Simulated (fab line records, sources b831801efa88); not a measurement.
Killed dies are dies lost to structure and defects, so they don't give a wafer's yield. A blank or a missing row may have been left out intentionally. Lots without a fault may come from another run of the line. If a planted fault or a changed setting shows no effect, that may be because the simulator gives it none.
Problem report, 8D (eight disciplines) form, completed by code	flow sky130	the parts of the form that need people (team, actions taken, sign-off) are left out

== 1. WHAT WENT WRONG ==
Mean LDD_LDN_TW at SKY_LDD_LDN_TW_MEAS_13: 1428 over 9 wafers in 3 lots; fault-free wafers: 1491, standard deviation 8.2. Measured from the usual mean, that is -7.7 standard deviations.
Earliest sighting: wafer L256.2 on film-metro-03 at day 28 15:33. The record has a number at this step for 36 wafers belonging to 12 lots. By rule, "out" or "out of limits" means more than 4 standard deviations away from the usual mean. Any other wafer with a number is counted as sound.

== 2. WHAT IT IS; WHAT IT IS NOT ==
question	is	is not
which readings at this step	LDD_LDN_TW	-
which lots	L256, L257, L258	L241, L242, L244, L246, L247, L249, L261, L262, L263
which wafers of those lots	all that have a number	-
read on which gauges	film-metro-03, film-metro-04	film-metro-01
when	from day 28 15:33	up to then (18 sound wafers); but 9 sound wafers of L261, L262, L263 came after

== 3. WHAT RULES OUT EACH SUSPECT ==
Counting: any tool at a process step up to the reading is kept as a suspect provided that every lot that is out went through it and no sound lot did after the first of them.
- the gauge at SKY_LDD_LDN_TW_MEAS_13 is ruled out. 2 gauges (film-metro-03, film-metro-04) read the wafers that are out.
- implanter-01 at SKY_LDD_LDN_IMPLANT_11: kept. It ran every lot that is out, first L256 (day 28 15:19), and no sound lot after that; its last sound lot up to then is L247 (day 25 05:32). On those wafers its own readings are out: dose-ions-cm2, faraday-current-uA.
Remaining after the count: implanter-01 at SKY_LDD_LDN_IMPLANT_11.

== 4. THE CAUSE (what the simulator had put in) ==
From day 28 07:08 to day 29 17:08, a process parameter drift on implanter-01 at SKY_LDD_LDN_IMPLANT_11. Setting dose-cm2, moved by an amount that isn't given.
The count eliminated every tool but this one.

== 5. SEQUENCE OF EFFECTS, ordered by route ==
Each row: a reading where the mean over the struck wafers with a number is more than 3 standard deviations away from the usual. Readings are gone through only where the record gives a usual standard deviation; hours: the median, over the lots, of the time from a lot's start at the first step in this table giving one to that lot's start at this step; sigmas: the change measured in usual standard deviations.
hours	step	reading	usual	on struck wafers	change	sigmas
0	SKY_LDD_LDN_IMPLANT_11	dose-ions-cm2	1.2501e+13	6.0127e+12	-6.4883e+12	-99 or more
0	SKY_LDD_LDN_IMPLANT_11	faraday-current-uA	70.5	33.9	-36.6	-26
0	SKY_LDD_LDN_TW_MEAS_13	LDD_LDN_TW	1491	1428	-63	-7.7
Process steps it contains:
- SKY_LDD_LDN_IMPLANT_11

== 6. HOW IT WOULD HAVE BEEN CAUGHT EARLIER ==
In this record the first reading out of limits at a measuring or inspecting step was taken at day 28 15:33, 8 hours after the fault began at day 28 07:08.
The tool's own readings at SKY_LDD_LDN_IMPLANT_11 were out on every struck wafer that the step has a row for (dose-ions-cm2, faraday-current-uA): an alarm limit on them would have fired on the first of those.
Lots out: 3; of these, L257, L258 started SKY_LDD_LDN_IMPLANT_11 on implanter-01 after day 28 15:33. A hold on the tool at that time would have spared those 2.
